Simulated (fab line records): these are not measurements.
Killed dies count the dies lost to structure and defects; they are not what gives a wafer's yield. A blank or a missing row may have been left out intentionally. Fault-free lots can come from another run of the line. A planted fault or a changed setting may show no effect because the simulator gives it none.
Which tool did it? / flow gf180mcu / Sampling: 6 lots, 18 wafers, 4 of 602 route steps

== WHAT THE GAUGES READ, wafer by wafer ==
GF_MVPSD_TW_MEAS_11.
lot=L845; measured=day 5 18:09; on=film_metro-03; MVPSD_TW=557 560 559
lot=L848; measured=day 6 12:40; on=film_metro-04; MVPSD_TW=595 592 596
lot=L852; measured=day 7 16:00; on=film_metro-03; MVPSD_TW=564 562 563
lot=L859; measured=day 9 06:56; on=film_metro-03; MVPSD_TW=568 565 566
lot=L863; measured=day 10 08:42; on=film_metro-01; MVPSD_TW=556 555 557
lot=L865; measured=day 10 18:13; on=film_metro-01; MVPSD_TW=556 560 557

== WHAT TOOL EACH LOT RAN ON (gives the tool, then ch and the chambers of the sampled wafers, and finally the start) ==
lot=L845; GF_STI_ETCH_14=rie_si-01 ch 1,2,3, day 2 16:55; GF_DNWELL_STRIP_08=plasma_asher-02 ch 0,1, day 3 10:04; GF_MVPSD_IMPLANT_09=implanter-03 ch 0, day 5 17:54
lot=L848; GF_STI_ETCH_14=rie_si-01 ch 0,3, day 3 08:34; GF_DNWELL_STRIP_08=plasma_asher-03 ch 0,1, day 4 03:22; GF_MVPSD_IMPLANT_09=implanter-04 ch 0, day 6 12:06 and implanter-01 ch 0, day 6 12:25
lot=L852; GF_STI_ETCH_14=rie_si-01 ch 0,3, day 4 09:08; GF_DNWELL_STRIP_08=plasma_asher-01 ch 0,1, day 5 03:31; GF_MVPSD_IMPLANT_09=implanter-04 ch 0, day 7 15:45
lot=L859; GF_STI_ETCH_14=rie_si-01 ch 0,1, day 5 16:40; GF_DNWELL_STRIP_08=plasma_asher-03 ch 0,1, day 6 12:37; GF_MVPSD_IMPLANT_09=implanter-03 ch 0, day 9 06:39
lot=L863; GF_STI_ETCH_14=rie_si-02 ch 1,2, day 6 15:07; GF_DNWELL_STRIP_08=plasma_asher-03 ch 0,1, day 7 10:58; GF_MVPSD_IMPLANT_09=implanter-03 ch 0, day 10 08:27
lot=L865; GF_STI_ETCH_14=rie_si-01 ch 0,1, day 6 22:34; GF_DNWELL_STRIP_08=plasma_asher-02 ch 0,1, day 7 20:00; GF_MVPSD_IMPLANT_09=implanter-04 ch 0, day 10 18:00
- GF_STI_ETCH_14: etches Si in HBr/Cl2/O2, target depth 360 nm, time 102.9 s.
- GF_DNWELL_STRIP_08: strips in O2/N2.
- GF_MVPSD_IMPLANT_09

== THE ANSWER, worked out from the rows above alone ==
Rule: usual is defined by the lots themselves. Put in order of their means at a reading, lots are off if they are a third of the lots or fewer, leave a main group of 4 or more, and stand apart from it by a gap of 3 or more times the standard deviation of the main group's means; of several such gaps the widest counts. The tables above print the reading to a certain number of digits; a main group whose means all agree to those digits is not used. A lot without any number at a reading at which 4 lots or more have one is off too. All remaining lots with rows at the step are treated as sound.
Off: L848, at GF_MVPSD_TW_MEAS_11 (MVPSD_TW). The main group: mean 560, standard deviation 3.8.
If a tool, at a process step before that reading, ran all the lots that are off and no sound lot after the first of them, it fits. Gauges at GF_MVPSD_TW_MEAS_11: tried the same way as those tools. This does not decide it: 2 tools fit, namely implanter-01 at GF_MVPSD_IMPLANT_09 and film_metro-04 at GF_MVPSD_TW_MEAS_11.

== WHAT THE SIMULATOR PUT IN ==
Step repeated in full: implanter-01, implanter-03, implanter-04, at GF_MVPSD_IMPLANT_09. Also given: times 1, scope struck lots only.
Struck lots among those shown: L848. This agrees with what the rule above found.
